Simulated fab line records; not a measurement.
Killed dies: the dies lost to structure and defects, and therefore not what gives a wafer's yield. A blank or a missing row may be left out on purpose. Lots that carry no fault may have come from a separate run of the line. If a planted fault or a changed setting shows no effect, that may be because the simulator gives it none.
Which tool was responsible? || flow gf180mcu || Sampling: 13 lots, 39 wafers, 5 of 602 route steps

== WHAT THE GAUGES READ, wafer by wafer ==
GF_VT_IMPLANT_OVL_MEAS_40.
{"lot": "L340", "measured": "day 7 12:24", "on": "overlay-01", "VT_IMPLANT_03_OVL (nm)": "1.5 0.3 0.0"}
{"lot": "L343", "measured": "day 8 14:20", "on": "overlay-01", "VT_IMPLANT_03_OVL (nm)": "2.4 -0.6 1.3"}
{"lot": "L345", "measured": "day 9 00:56", "on": "overlay-02", "VT_IMPLANT_03_OVL (nm)": "0.0 -1.1 -0.8"}
{"lot": "L346", "measured": "day 9 10:03", "on": "overlay-01", "VT_IMPLANT_03_OVL (nm)": "1.3 0.7 0.2"}
{"lot": "L351", "measured": "day 10 16:25", "on": "overlay-02", "VT_IMPLANT_03_OVL (nm)": "0.3 0.3 1.2"}
{"lot": "L352", "measured": "day 11 02:02", "on": "overlay-01", "VT_IMPLANT_03_OVL (nm)": "-1.9 -0.8 -1.0"}
{"lot": "L356", "measured": "day 12 03:13", "on": "overlay-02", "VT_IMPLANT_03_OVL (nm)": "0.2 -0.3 0.1"}
{"lot": "L357", "measured": "day 12 08:53", "on": "overlay-01", "VT_IMPLANT_03_OVL (nm)": "1.7 1.7 0.7"}
{"lot": "L358", "measured": "day 12 18:32", "on": "overlay-02", "VT_IMPLANT_03_OVL (nm)": "1.8 1.3 2.6"}
{"lot": "L359", "measured": "day 12 22:10", "on": "overlay-02", "VT_IMPLANT_03_OVL (nm)": "0.4 -0.4 0.2"}
{"lot": "L361", "measured": "day 13 14:14", "on": "overlay-01", "VT_IMPLANT_03_OVL (nm)": "0.3 1.2 1.6"}
{"lot": "L362", "measured": "day 13 22:01", "on": "overlay-01", "VT_IMPLANT_03_OVL (nm)": "3.8 1.8 2.5"}
{"lot": "L363", "measured": "day 14 04:52", "on": "overlay-02", "VT_IMPLANT_03_OVL (nm)": "-0.4 -0.9 -0.2"}

GF_POLY_GATE_CD_MEAS_18.
{"lot": "L340", "measured": "day 9 06:17", "on": "cdSem-01", "cdNm (nm)": "279.3 276.0 284.2"}
{"lot": "L343", "measured": "day 10 09:04", "on": "cdSem-02", "cdNm (nm)": "281.9 276.6 279.8"}
{"lot": "L345", "measured": "day 10 21:49", "on": "cdSem-02", "cdNm (nm)": "278.9 282.1 277.5"}
{"lot": "L346", "measured": "day 11 07:51", "on": "cdSem-02", "cdNm (nm)": "278.1 275.6 274.5"}
{"lot": "L351", "measured": "day 12 14:07", "on": "cdSem-01", "cdNm (nm)": "278.5 278.1 278.3"}
{"lot": "L352", "measured": "day 13 00:24", "on": "cdSem-01", "cdNm (nm)": "277.8 277.3 277.2"}
{"lot": "L356", "measured": "day 14 02:44", "on": "cdSem-01", "cdNm (nm)": "278.4 278.9 278.5"}
{"lot": "L357", "measured": "day 14 10:52", "on": "cdSem-02", "cdNm (nm)": "279.0 278.7 280.7"}
{"lot": "L358", "measured": "day 14 19:48", "on": "cdSem-01", "cdNm (nm)": "278.8 281.8 277.4"}
{"lot": "L359", "measured": "day 15 03:38", "on": "cdSem-02", "cdNm (nm)": "277.5 277.5 275.5"}
{"lot": "L361", "measured": "day 15 18:26", "on": "cdSem-02", "cdNm (nm)": "282.1 277.6 281.7"}
{"lot": "L362", "measured": "day 16 00:43", "on": "cdSem-02", "cdNm (nm)": "280.6 280.6 277.6"}
{"lot": "L363", "measured": "day 16 08:43", "on": "cdSem-01", "cdNm (nm)": "280.4 282.1 278.1"}

GF_HV_LDD_TW_MEAS_50.
{"lot": "L340", "measured": "day 12 09:01", "on": "filmMetro-02", "HV_LDD_4_TW": "576 580 579"}
{"lot": "L343", "measured": "day 13 14:41", "on": "filmMetro-03", "HV_LDD_4_TW": "575 573 576"}
{"lot": "L345", "measured": "day 14 06:34", "on": "filmMetro-04", "HV_LDD_4_TW": "572 574 574"}
{"lot": "L346", "measured": "day 14 17:38", "on": "filmMetro-02", "HV_LDD_4_TW": "579 578 575"}
{"lot": "L351", "measured": "day 16 05:10", "on": "filmMetro-04", "HV_LDD_4_TW": "574 576 575"}
{"lot": "L352", "measured": "day 16 16:53", "on": "filmMetro-04", "HV_LDD_4_TW": "575 577 576"}
{"lot": "L356", "measured": "day 17 21:41", "on": "filmMetro-03", "HV_LDD_4_TW": "30 31 30"}
{"lot": "L357", "measured": "day 18 06:58", "on": "filmMetro-02", "HV_LDD_4_TW": "30 30 30"}
{"lot": "L358", "measured": "day 18 16:35", "on": "filmMetro-03", "HV_LDD_4_TW": "577 577 578"}
{"lot": "L359", "measured": "day 19 00:45", "on": "filmMetro-03", "HV_LDD_4_TW": "579 579 580"}
{"lot": "L361", "measured": "day 19 17:41", "on": "filmMetro-02", "HV_LDD_4_TW": "579 578 581"}
{"lot": "L362", "measured": "day 20 00:36", "on": "filmMetro-04", "HV_LDD_4_TW": "573 571 572"}
{"lot": "L363", "measured": "day 20 09:04", "on": "filmMetro-03", "HV_LDD_4_TW": "579 580 584"}

== WHICH TOOL RAN EACH LOT (tool, then ch and the chambers of the sampled wafers, then the start) ==
{"lot": "L340", "GF_HV_LDD_STRIP_37": "plasmaAsher-03 ch 0,1, day 11 13:34", "GF_HV_LDD_STRIP_49": "plasmaAsher-01 ch 0, day 12 08:54"}
{"lot": "L343", "GF_HV_LDD_STRIP_37": "plasmaAsher-03 ch 0,1, day 12 18:14", "GF_HV_LDD_STRIP_49": "plasmaAsher-03 ch 0,1, day 13 14:35"}
{"lot": "L345", "GF_HV_LDD_STRIP_37": "plasmaAsher-03 ch 0,1, day 13 09:40", "GF_HV_LDD_STRIP_49": "plasmaAsher-04 ch 0,1, day 14 06:28"}
{"lot": "L346", "GF_HV_LDD_STRIP_37": "plasmaAsher-01 ch 0,1, day 13 20:25", "GF_HV_LDD_STRIP_49": "plasmaAsher-03 ch 0, day 14 17:31"}
{"lot": "L351", "GF_HV_LDD_STRIP_37": "plasmaAsher-04 ch 0,1, day 15 06:37", "GF_HV_LDD_STRIP_49": "plasmaAsher-03 ch 0,1, day 16 05:04"}
{"lot": "L352", "GF_HV_LDD_STRIP_37": "plasmaAsher-03 ch 0, day 15 17:58", "GF_HV_LDD_STRIP_49": "plasmaAsher-01 ch 0,1, day 16 16:46"}
{"lot": "L356", "GF_HV_LDD_STRIP_37": "plasmaAsher-03 ch 0,1, day 16 21:46", "GF_HV_LDD_STRIP_49": "plasmaAsher-01 ch 0,1, day 17 21:34"}
{"lot": "L357", "GF_HV_LDD_STRIP_37": "plasmaAsher-01 ch 0,1, day 17 06:51", "GF_HV_LDD_STRIP_49": "plasmaAsher-01 ch 0,1, day 18 06:52"}
{"lot": "L358", "GF_HV_LDD_STRIP_37": "plasmaAsher-04 ch 0,1, day 17 16:38", "GF_HV_LDD_STRIP_49": "plasmaAsher-01 ch 0,1, day 18 16:29"}
{"lot": "L359", "GF_HV_LDD_STRIP_37": "plasmaAsher-04 ch 0,1, day 18 00:09", "GF_HV_LDD_STRIP_49": "plasmaAsher-03 ch 0,1, day 19 00:39"}
{"lot": "L361", "GF_HV_LDD_STRIP_37": "plasmaAsher-03 ch 0,1, day 18 16:38", "GF_HV_LDD_STRIP_49": "plasmaAsher-04 ch 0,1, day 19 17:37"}
{"lot": "L362", "GF_HV_LDD_STRIP_37": "plasmaAsher-03 ch 0, day 18 23:15", "GF_HV_LDD_STRIP_49": "plasmaAsher-03 ch 1, day 20 00:30"}
{"lot": "L363", "GF_HV_LDD_STRIP_37": "plasmaAsher-01 ch 0,1, day 19 08:42", "GF_HV_LDD_STRIP_49": "plasmaAsher-04 ch 0,1, day 20 08:58"}
- GF_HV_LDD_STRIP_37: strips in O2/N2.
- GF_HV_LDD_STRIP_49: strips in O2/N2.

== AS READ BY THE TOOLS THEMSELVES (means over the sampled wafers that have a number; for cases with no such wafer, the mark the record gives instead) ==
GF_HV_LDD_STRIP_37.
{"lot": "L340", "tool": "plasmaAsher-03", "chamberPressureMTorr (mTorr)": 1499.7, "drypumpMotorCurrentA (A)": 5.9, "heaterPowerW (W)": 280, "oesProductAu (a.u.)": 0.712, "stripTimeToEndpointS (s)": 12.66}
{"lot": "L343", "tool": "plasmaAsher-03", "chamberPressureMTorr (mTorr)": 1499.5, "drypumpMotorCurrentA (A)": 5.9, "heaterPowerW (W)": 298, "oesProductAu (a.u.)": 0.718, "stripTimeToEndpointS (s)": 12.64}
{"lot": "L345", "tool": "plasmaAsher-03", "chamberPressureMTorr (mTorr)": 1499.7, "drypumpMotorCurrentA (A)": 5.9, "heaterPowerW (W)": 296, "oesProductAu (a.u.)": 0.715, "stripTimeToEndpointS (s)": 12.62}
{"lot": "L346", "tool": "plasmaAsher-01", "chamberPressureMTorr (mTorr)": 1500.6, "drypumpMotorCurrentA (A)": 5.2, "heaterPowerW (W)": 321, "oesProductAu (a.u.)": 0.718, "stripTimeToEndpointS (s)": 12.66}
{"lot": "L351", "tool": "plasmaAsher-04", "chamberPressureMTorr (mTorr)": 1499.7, "drypumpMotorCurrentA (A)": 6.1, "heaterPowerW (W)": 338, "oesProductAu (a.u.)": 0.717, "stripTimeToEndpointS (s)": 12.61}
{"lot": "L352", "tool": "plasmaAsher-03", "chamberPressureMTorr (mTorr)": 1499.0, "drypumpMotorCurrentA (A)": 5.9, "heaterPowerW (W)": 323, "oesProductAu (a.u.)": 0.716, "stripTimeToEndpointS (s)": 12.66}
{"lot": "L356", "tool": "plasmaAsher-03", "chamberPressureMTorr (mTorr)": "-", "drypumpMotorCurrentA (A)": "-", "heaterPowerW (W)": "-", "oesProductAu (a.u.)": "-", "stripTimeToEndpointS (s)": "-"}
{"lot": "L357", "tool": "plasmaAsher-01", "chamberPressureMTorr (mTorr)": "-", "drypumpMotorCurrentA (A)": "-", "heaterPowerW (W)": "-", "oesProductAu (a.u.)": "-", "stripTimeToEndpointS (s)": "-"}
{"lot": "L358", "tool": "plasmaAsher-04", "chamberPressureMTorr (mTorr)": 1500.2, "drypumpMotorCurrentA (A)": 5.6, "heaterPowerW (W)": 324, "oesProductAu (a.u.)": 0.718, "stripTimeToEndpointS (s)": 12.65}
{"lot": "L359", "tool": "plasmaAsher-04", "chamberPressureMTorr (mTorr)": 1499.5, "drypumpMotorCurrentA (A)": 6.1, "heaterPowerW (W)": 337, "oesProductAu (a.u.)": 0.716, "stripTimeToEndpointS (s)": 12.66}
{"lot": "L361", "tool": "plasmaAsher-03", "chamberPressureMTorr (mTorr)": 1499.2, "drypumpMotorCurrentA (A)": 6.0, "heaterPowerW (W)": 299, "oesProductAu (a.u.)": 0.713, "stripTimeToEndpointS (s)": 12.67}
{"lot": "L362", "tool": "plasmaAsher-03", "chamberPressureMTorr (mTorr)": 1499.5, "drypumpMotorCurrentA (A)": 5.9, "heaterPowerW (W)": 317, "oesProductAu (a.u.)": 0.713, "stripTimeToEndpointS (s)": 12.65}
{"lot": "L363", "tool": "plasmaAsher-01", "chamberPressureMTorr (mTorr)": 1499.4, "drypumpMotorCurrentA (A)": 5.3, "heaterPowerW (W)": 325, "oesProductAu (a.u.)": 0.713, "stripTimeToEndpointS (s)": 12.63}

GF_HV_LDD_STRIP_49.
{"lot": "L340", "tool": "plasmaAsher-01", "chamberPressureMTorr (mTorr)": 1500.0, "drypumpMotorCurrentA (A)": 5.2, "heaterPowerW (W)": 322, "oesProductAu (a.u.)": 0.715, "stripTimeToEndpointS (s)": 12.58}
{"lot": "L343", "tool": "plasmaAsher-03", "chamberPressureMTorr (mTorr)": 1499.4, "drypumpMotorCurrentA (A)": 5.9, "heaterPowerW (W)": 279, "oesProductAu (a.u.)": 0.717, "stripTimeToEndpointS (s)": 12.67}
{"lot": "L345", "tool": "plasmaAsher-04", "chamberPressureMTorr (mTorr)": 1501.5, "drypumpMotorCurrentA (A)": 6.1, "heaterPowerW (W)": 342, "oesProductAu (a.u.)": 0.719, "stripTimeToEndpointS (s)": 12.65}
{"lot": "L346", "tool": "plasmaAsher-03", "chamberPressureMTorr (mTorr)": 1500.0, "drypumpMotorCurrentA (A)": 5.9, "heaterPowerW (W)": 324, "oesProductAu (a.u.)": 0.712, "stripTimeToEndpointS (s)": 12.67}
{"lot": "L351", "tool": "plasmaAsher-03", "chamberPressureMTorr (mTorr)": 1500.1, "drypumpMotorCurrentA (A)": 5.9, "heaterPowerW (W)": 302, "oesProductAu (a.u.)": 0.717, "stripTimeToEndpointS (s)": 12.64}
{"lot": "L352", "tool": "plasmaAsher-01", "chamberPressureMTorr (mTorr)": 1499.9, "drypumpMotorCurrentA (A)": 5.3, "heaterPowerW (W)": 317, "oesProductAu (a.u.)": 0.716, "stripTimeToEndpointS (s)": 12.64}
{"lot": "L356", "tool": "plasmaAsher-01", "chamberPressureMTorr (mTorr)": 1499.3, "drypumpMotorCurrentA (A)": 5.3, "heaterPowerW (W)": 325, "oesProductAu (a.u.)": 0.717, "stripTimeToEndpointS (s)": 27.59}
{"lot": "L357", "tool": "plasmaAsher-01", "chamberPressureMTorr (mTorr)": 1498.0, "drypumpMotorCurrentA (A)": 5.2, "heaterPowerW (W)": 318, "oesProductAu (a.u.)": 0.718, "stripTimeToEndpointS (s)": 27.58}
{"lot": "L358", "tool": "plasmaAsher-01", "chamberPressureMTorr (mTorr)": 1499.7, "drypumpMotorCurrentA (A)": 5.2, "heaterPowerW (W)": 315, "oesProductAu (a.u.)": 0.718, "stripTimeToEndpointS (s)": 12.63}
{"lot": "L359", "tool": "plasmaAsher-03", "chamberPressureMTorr (mTorr)": 1499.6, "drypumpMotorCurrentA (A)": 5.9, "heaterPowerW (W)": 276, "oesProductAu (a.u.)": 0.714, "stripTimeToEndpointS (s)": 12.62}
{"lot": "L361", "tool": "plasmaAsher-04", "chamberPressureMTorr (mTorr)": 1499.4, "drypumpMotorCurrentA (A)": 5.6, "heaterPowerW (W)": 327, "oesProductAu (a.u.)": 0.711, "stripTimeToEndpointS (s)": 12.61}
{"lot": "L362", "tool": "plasmaAsher-03", "chamberPressureMTorr (mTorr)": 1499.7, "drypumpMotorCurrentA (A)": 5.9, "heaterPowerW (W)": 263, "oesProductAu (a.u.)": 0.717, "stripTimeToEndpointS (s)": 12.64}
{"lot": "L363", "tool": "plasmaAsher-04", "chamberPressureMTorr (mTorr)": 1498.5, "drypumpMotorCurrentA (A)": 5.6, "heaterPowerW (W)": 328, "oesProductAu (a.u.)": 0.713, "stripTimeToEndpointS (s)": 12.63}

== THE ANSWER, worked out from the rows above alone ==
Rule: what is usual is taken from the lots themselves. Put in order of their means at a reading, lots are off if they are a third of the lots or fewer, leave a main group of 4 or more, and stand apart from it by a gap of 3 or more times the standard deviation of the main group's means; of several such gaps the widest counts. Not used: any main group whose means are identical at the precision the tables above print for the reading. Also off: a lot with no number at a reading for which 4 or more lots have one. All remaining lots with rows at the step are treated as sound. After the gauges, taken in route order, come the tools' own readings; for these a lot's mean is taken, as printed above. At the first step where some lot is off, the reading lying furthest off is the one used; lots without a number count as furthest.
Off: L356, L357, seen at GF_HV_LDD_TW_MEAS_50 (HV_LDD_4_TW). The main group: mean 577, standard deviation 2.6.
If a tool, at a process step before that reading, ran all the lots that are off and no sound lot after the first of them, it fits. The gauges at GF_HV_LDD_TW_MEAS_50 aren't tried: what is off there is off at GF_HV_LDD_STRIP_37 too, on other tools, and a gauge's error can't cause that. Of those tried, none fits.

== WHAT WAS PUT IN BY THE SIMULATOR ==
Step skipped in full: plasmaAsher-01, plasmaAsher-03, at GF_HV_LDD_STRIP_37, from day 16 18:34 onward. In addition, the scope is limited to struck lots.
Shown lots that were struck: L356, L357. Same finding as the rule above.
